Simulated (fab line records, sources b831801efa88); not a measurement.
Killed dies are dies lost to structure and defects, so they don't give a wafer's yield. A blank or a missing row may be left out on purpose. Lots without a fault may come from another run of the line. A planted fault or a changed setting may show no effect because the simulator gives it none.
Which tool did it? | flow sky130 | 24 lots, 72 wafers sampled, at 4 steps of a route of 708

WHAT THE GAUGES READ, wafer by wafer
SKY_CONTACT_BOW_MEAS_05.
lot  | measured     | on            | CONTACT_BOW (um)
L074 | day 30 17:46 | film_metro-03 | 78 85 91
L075 | day 30 22:22 | film_metro-04 | 82 80 82
L076 | day 31 11:04 | film_metro-04 | 74 83 77
L077 | day 32 05:04 | film_metro-01 | 84 87 88
L078 | day 32 13:17 | film_metro-01 | 85 87 72
L079 | day 32 17:52 | film_metro-04 | 76 84 80
L080 | day 33 09:59 | film_metro-03 | 81 78 79
L081 | day 33 17:28 | film_metro-04 | 85 71 96
L082 | day 34 01:28 | film_metro-04 | 83 78 74
L083 | day 34 05:41 | film_metro-03 | 78 81 93
L084 | day 34 06:11 | film_metro-04 | 75 72 71
L085 | day 34 20:42 | film_metro-01 | 83 75 84
L086 | day 35 05:19 | film_metro-04 | 84 82 78
L087 | day 35 09:25 | film_metro-03 | 79 75 90
L089 | day 35 16:33 | film_metro-03 | 72 79 82
L088 | day 35 18:04 | film_metro-01 | 72 64 73
L090 | day 35 23:56 | film_metro-04 | 81 86 88
L091 | day 36 15:29 | film_metro-01 | 87 93 82
L092 | day 36 22:11 | film_metro-04 | 85 86 72
L093 | day 37 00:53 | film_metro-03 | 88 80 83
L094 | day 37 08:25 | film_metro-01 | 76 78 88
L095 | day 37 14:49 | film_metro-03 | 94 82 92
L096 | day 38 00:09 | film_metro-01 | 78 75 86
L097 | day 38 04:31 | film_metro-04 | 84 82 78

WHICH TOOL RAN EACH LOT (tool, then ch and the chambers of the sampled wafers, then the start)
lot  | SKY_SPACER_ETCHBACK_02             | SKY_LI_CONTACT_CMP_02         | SKY_LI_CONTACT_STRIP_16
L074 | rie_diel-02 ch 1,2,3, day 23 01:58 | cmp-02 ch 0,1,3, day 28 05:38 | plasma_asher-03 ch 0,1, day 29 10:43
L075 | rie_diel-02 ch 0,1,2, day 23 08:29 | cmp-01 ch 1,2, day 28 09:56   | plasma_asher-04 ch 0,1, day 29 15:02
L076 | rie_diel-02 ch 0,2, day 23 19:17   | cmp-01 ch 1,2,3, day 28 22:14 | plasma_asher-03 ch 0,1, day 30 03:14
L077 | rie_diel-03 ch 0,3, day 24 15:05   | cmp-01 ch 0,2,3, day 29 15:00 | plasma_asher-01 ch 0,1, day 30 20:08
L078 | rie_diel-03 ch 0,3, day 25 00:38   | cmp-01 ch 0,2,3, day 30 01:02 | plasma_asher-04 ch 0,1, day 31 06:12
L079 | rie_diel-01 ch 0,1,2, day 25 08:11 | cmp-02 ch 0,1,3, day 30 06:53 | plasma_asher-01 ch 0,1, day 31 12:11
L080 | rie_diel-02 ch 0,2, day 25 22:10   | cmp-01 ch 0,1,2, day 30 19:54 | plasma_asher-04 ch 0,1, day 32 00:55
L081 | rie_diel-03 ch 0,1,3, day 26 06:01 | cmp-01 ch 0,2,3, day 31 05:23 | plasma_asher-04 ch 0,1, day 32 11:02
L082 | rie_diel-01 ch 0,1,3, day 26 16:34 | cmp-01 ch 0,1,2, day 31 13:48 | plasma_asher-03 ch 0,1, day 32 18:26
L083 | rie_diel-01 ch 0,1,3, day 26 22:04 | cmp-02 ch 1,2, day 31 20:08   | plasma_asher-03 ch 0,1, day 33 00:23
L084 | rie_diel-03 ch 1,2,3, day 27 00:07 | cmp-01 ch 0,1,2, day 31 20:33 | plasma_asher-04 ch 0,1, day 33 01:22
L085 | rie_diel-01 ch 0,1,2, day 27 15:41 | cmp-02 ch 0,3, day 32 11:42   | plasma_asher-03 ch 0,1, day 33 15:37
L086 | rie_diel-03 ch 0,2,3, day 28 00:15 | cmp-02 ch 0,2,3, day 32 20:25 | plasma_asher-03 ch 0,1, day 34 00:17
L087 | rie_diel-01 ch 1,2, day 28 05:05   | cmp-02 ch 0,1,2, day 33 00:00 | plasma_asher-03 ch 0,1, day 34 03:51
L089 | rie_diel-01 ch 0,1,2, day 28 13:27 | cmp-02 ch 0,1,3, day 33 09:04 | plasma_asher-04 ch 0,1, day 34 12:17
L088 | rie_diel-02 ch 0,1,3, day 28 14:40 | cmp-02 ch 0,2,3, day 33 10:02 | plasma_asher-04 ch 0,1, day 34 13:11
L090 | rie_diel-03 ch 0,1,3, day 28 21:40 | cmp-02 ch 0,3, day 33 16:11   | plasma_asher-01 ch 0,1, day 34 18:46
L091 | rie_diel-01 ch 0,1,2, day 29 14:22 | cmp-01 ch 1,3, day 34 06:35   | plasma_asher-01 ch 0,1, day 35 09:52
L092 | rie_diel-03 ch 0,2,3, day 29 22:28 | cmp-01 ch 0,1,2, day 34 15:20 | plasma_asher-03 ch 0,1, day 35 18:09
L093 | rie_diel-01 ch 1,2, day 29 23:39   | cmp-02 ch 0,2,3, day 34 16:05 | plasma_asher-03 ch 0,1, day 35 19:59
L094 | rie_diel-02 ch 0,1,2, day 30 09:25 | cmp-01 ch 1,2, day 35 00:38   | plasma_asher-03 ch 0,1, day 36 03:51
L095 | rie_diel-03 ch 0,1, day 30 15:34   | cmp-02 ch 0,1,3, day 35 07:00 | plasma_asher-03 ch 0,1, day 36 10:16
L096 | rie_diel-03 ch 1,2, day 31 02:19   | cmp-01 ch 1,2,3, day 35 16:23 | plasma_asher-04 ch 0,1, day 36 19:20
L097 | rie_diel-03 ch 1,3, day 31 06:29   | cmp-02 ch 1,3, day 35 21:08   | plasma_asher-01 ch 0,1, day 37 00:07
- SKY_SPACER_ETCHBACK_02: etches Si3N4 in CH3F/O2, stops on SiO2, time 46.7 s, target depth 45 nm.
- SKY_LI_CONTACT_CMP_02: polishes PSG.
- SKY_LI_CONTACT_STRIP_16: strips in O2/N2.

WHAT THE TOOLS THEMSELVES READ (means of the sampled wafers that have a number; where no wafer has one, the mark that the record gives instead)
SKY_SPACER_ETCHBACK_02.
lot  | tool        | drypump_motor_current_A (A) | oes_product_au (a.u.) | throttle_valve_pct (%)
L074 | rie_diel-02 | 5.6                         | 0.857                 | 10.548
L075 | rie_diel-02 | 5.6                         | 0.861                 | 10.569
L076 | rie_diel-02 | 5.6                         | 0.851                 | 10.567
L077 | rie_diel-03 | 5.5                         | 0.854                 | 10.558
L078 | rie_diel-03 | 5.7                         | 0.845                 | 10.565
L079 | rie_diel-01 | 6.1                         | 0.849                 | 10.568
L080 | rie_diel-02 | 5.6                         | 0.856                 | 10.567
L081 | rie_diel-03 | 5.7                         | 0.853                 | 10.562
L082 | rie_diel-01 | 6.2                         | 0.853                 | 10.564
L083 | rie_diel-01 | 6.2                         | 0.854                 | 10.559
L084 | rie_diel-03 | 5.3                         | 0.859                 | 10.566
L085 | rie_diel-01 | 6.1                         | 0.853                 | 10.556
L086 | rie_diel-03 | 5.3                         | 0.852                 | 10.560
L087 | rie_diel-01 | 5.8                         | 0.857                 | 10.563
L089 | rie_diel-01 | 6.1                         | 0.850                 | 10.564
L088 | rie_diel-02 | 5.7                         | 0.862                 | 10.561
L090 | rie_diel-03 | 5.7                         | 0.859                 | 10.553
L091 | rie_diel-01 | 6.1                         | 0.859                 | 10.563
L092 | rie_diel-03 | 5.3                         | 0.855                 | 10.561
L093 | rie_diel-01 | 5.8                         | 0.850                 | 10.562
L094 | rie_diel-02 | 5.6                         | 0.851                 | 10.565
L095 | rie_diel-03 | 6.0                         | 0.855                 | 10.562
L096 | rie_diel-03 | 5.6                         | 0.848                 | 10.566
L097 | rie_diel-03 | 5.5                         | 0.855                 | 10.560

SKY_LI_CONTACT_CMP_02.
lot  | tool   | motor_current_A (A) | platen_rpm (rpm) | slurry_flow_ml_min | time_to_endpoint_s (s)
L074 | cmp-02 | 11.7                | 60.00            | 149.8              | 32.2
L075 | cmp-01 | 13.4                | 60.00            | 150.0              | 32.6
L076 | cmp-01 | 11.8                | 60.00            | 149.8              | 31.6
L077 | cmp-01 | 12.5                | 59.99            | 149.6              | 34.7
L078 | cmp-01 | 12.7                | 60.01            | 150.5              | 33.6
L079 | cmp-02 | 12.1                | 60.01            | 150.1              | 29.6
L080 | cmp-01 | 11.9                | 60.03            | 150.2              | 34.7
L081 | cmp-01 | 12.2                | 60.02            | 150.0              | 31.5
L082 | cmp-01 | 11.7                | 60.01            | 149.8              | 34.0
L083 | cmp-02 | 10.1                | 59.95            | 149.9              | 31.6
L084 | cmp-01 | 11.9                | 59.96            | 150.4              | 33.7
L085 | cmp-02 | 12.5                | 60.01            | 149.5              | 33.1
L086 | cmp-02 | 11.4                | 60.01            | 149.8              | 29.4
L087 | cmp-02 | 10.7                | 60.03            | 150.0              | 32.9
L089 | cmp-02 | 12.0                | 60.06            | 149.8              | 32.6
L088 | cmp-02 | 11.2                | 60.03            | 149.7              | 32.5
L090 | cmp-02 | 12.6                | 60.02            | 149.5              | 32.2
L091 | cmp-01 | 10.3                | 59.97            | 150.3              | 33.4
L092 | cmp-01 | 12.7                | 60.03            | 150.0              | 31.6
L093 | cmp-02 | 11.6                | 60.01            | 149.2              | 28.5
L094 | cmp-01 | 12.8                | 59.98            | 149.9              | 31.1
L095 | cmp-02 | 12.1                | 60.08            | 150.2              | 31.8
L096 | cmp-01 | 11.4                | 60.02            | 150.0              | 29.9
L097 | cmp-02 | 12.2                | 60.02            | 149.9              | 29.8

SKY_LI_CONTACT_STRIP_16.
lot  | tool            | drypump_motor_current_A (A) | o2_flow_sccm (sccm) | oes_product_au (a.u.) | strip_time_to_endpoint_s (s)
L074 | plasma_asher-03 | 5.7                         | 2990                | 0.371                 | 3.459
L075 | plasma_asher-04 | 5.4                         | 3006                | 0.377                 | 3.502
L076 | plasma_asher-03 | 5.7                         | 3006                | 0.375                 | 3.501
L077 | plasma_asher-01 | 5.4                         | 3003                | 0.372                 | 3.486
L078 | plasma_asher-04 | 5.9                         | 2991                | 0.378                 | 3.515
L079 | plasma_asher-01 | 5.4                         | 2992                | 0.370                 | 3.464
L080 | plasma_asher-04 | 5.5                         | 3003                | 0.377                 | 3.504
L081 | plasma_asher-04 | 5.9                         | 3003                | 0.377                 | 3.538
L082 | plasma_asher-03 | 5.6                         | 3009                | 0.381                 | 3.502
L083 | plasma_asher-03 | 5.7                         | 2993                | 0.373                 | 3.498
L084 | plasma_asher-04 | 5.9                         | 2985                | 0.376                 | 3.503
L085 | plasma_asher-03 | 5.6                         | 3005                | 0.370                 | 3.478
L086 | plasma_asher-03 | 5.6                         | 2999                | 0.382                 | 3.533
L087 | plasma_asher-03 | 5.7                         | 2984                | 0.376                 | 3.495
L089 | plasma_asher-04 | 5.9                         | 3001                | 0.374                 | 3.458
L088 | plasma_asher-04 | 5.4                         | 3002                | 0.375                 | 3.485
L090 | plasma_asher-01 | 5.4                         | 2992                | 0.371                 | 3.519
L091 | plasma_asher-01 | 5.7                         | 3002                | 0.378                 | 3.504
L092 | plasma_asher-03 | 5.7                         | 2999                | 0.370                 | 3.528
L093 | plasma_asher-03 | 5.7                         | 2993                | 0.380                 | 3.499
L094 | plasma_asher-03 | 5.6                         | 3011                | 0.371                 | 3.470
L095 | plasma_asher-03 | 5.6                         | 3010                | 0.376                 | 3.486
L096 | plasma_asher-04 | 5.9                         | 3001                | 0.376                 | 3.520
L097 | plasma_asher-01 | 5.4                         | 2994                | 0.378                 | 3.511

THE ANSWER, worked out from the rows above alone
Rule: what is usual is taken from the lots themselves. Put in order of their means at a reading, lots are off if they are a third of the lots or fewer, leave a main group of 4 or more, and stand apart from it by a gap of 3 or more times the standard deviation of the main group's means; of several such gaps the widest counts. A main group whose means are all the same, to the digits that the tables above print for the reading, isn't used. A lot without any number at a reading at which 4 lots or more have one is off too. The other lots that the step has rows for count as sound. The gauges are gone through in route order, then the tools' own readings, and for those a lot's mean is taken as printed above. The first step at which some lot is off is used, and at that step the reading that is off furthest; a lot without a number counts as furthest.
No lot is off at any reading shown: from this, nothing can be told.

WHAT THE SIMULATOR HAD PUT IN
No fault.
